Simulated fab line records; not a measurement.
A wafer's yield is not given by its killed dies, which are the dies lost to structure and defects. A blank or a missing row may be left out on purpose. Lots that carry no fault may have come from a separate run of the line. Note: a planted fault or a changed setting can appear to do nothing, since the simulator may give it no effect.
2 desks looking at one fault + flow sky130 + what lay behind the numbers comes last; until then each desk has only its own

FOR THE TOOL OWNER'S DESK: litho_track-01
Per lot that ran on this tool, the mean of the sampled wafers carrying a number, from the tool's own readings at SKY_VIA2_SOFTBAKE_08 (time 90 s). Marked OUT: a lot whose mean sits more than 4 standard deviations from the usual mean, which makes it out of limits; the brackets give that distance.
Columns: A = heater_power_total_W at SKY_VIA2_SOFTBAKE_08, usual 57.37 W; B = run_length_s at SKY_VIA2_SOFTBAKE_08, usual 119.15 s
| lot  | first seen here | A                       | B                       |
|------|-----------------|-------------------------|-------------------------|
| L726 | day 38 11:00    | 57.37                   | 119.21                  |
| L727 | day 38 23:00    | 57.29                   | 119.15                  |
| L728 | day 39 08:00    | 78.39 (+99 or more) OUT | 63.77 (-99 or more) OUT |
| L729 | day 39 13:00    | 78.17 (+99 or more) OUT | 63.73 (-99 or more) OUT |
| L732 | day 40 13:00    | 78.11 (+99 or more) OUT | 63.74 (-99 or more) OUT |
This desk's finding: out of limits on L728, L729, L732; first on L728, day 39 08:00 (heater_power_total_W at SKY_VIA2_SOFTBAKE_08). L726, L727: within limits.

METROLOGY DESK
What the gauges read for every lot (on any tool): the sampled wafers with a number, averaged. Marked OUT: a lot whose mean sits more than 4 standard deviations from the usual mean, which makes it out of limits; the brackets give that distance.
Columns: A = VIA2_BOW at SKY_VIA2_BOW_MEAS_03, usual 85 um; B = cd_nm at SKY_VIA2_CD_MEAS_12, usual 200.4 nm
| lot  | first seen here | A   | B     |
|------|-----------------|-----|-------|
| L717 | day 35 02:28    | 82  | 199.3 |
| L724 | day 37 20:50    | 85  | 200.4 |
| L725 | day 37 22:01    | 90  | 199.2 |
| L726 | day 37 22:04    | 86  | 200.5 |
| L727 | day 38 10:57    | 85  | 199.2 |
| L728 | day 38 20:07    | 86  | 198.5 |
| L729 | day 39 00:46    | 86  | 197.7 |
| L730 | day 39 15:58    | 100 | 201.1 |
| L731 | day 39 17:36    | 84  | 200.8 |
| L732 | day 40 00:16    | 94  | 199.1 |
| L736 | day 41 08:26    | 88  | 200.1 |
| L740 | day 42 02:26    | 75  | 200.3 |
Finding of this desk: none of the 12 lots has anything out of limits.

PUT TOGETHER
The tool owner's desk could have raised an alarm at day 39 08:00, on L728, L729, L732.
Metrology desk: nothing out of limits seen.
The metrology desk holds a record of L728, L729, L732, inside its limits.
SKY_VIA2_SOFTBAKE_08 was run on litho_track-01 by each of the lots named.

WHAT THE SIMULATOR PUT IN
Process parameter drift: litho_track-01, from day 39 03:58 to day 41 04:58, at SKY_VIA2_SOFTBAKE_08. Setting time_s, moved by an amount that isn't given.
Struck lots among those shown: L728, L729, L732.
Time in hours from fault onset to the first out-of-limits reading at each desk: the tool owner's desk, 4.
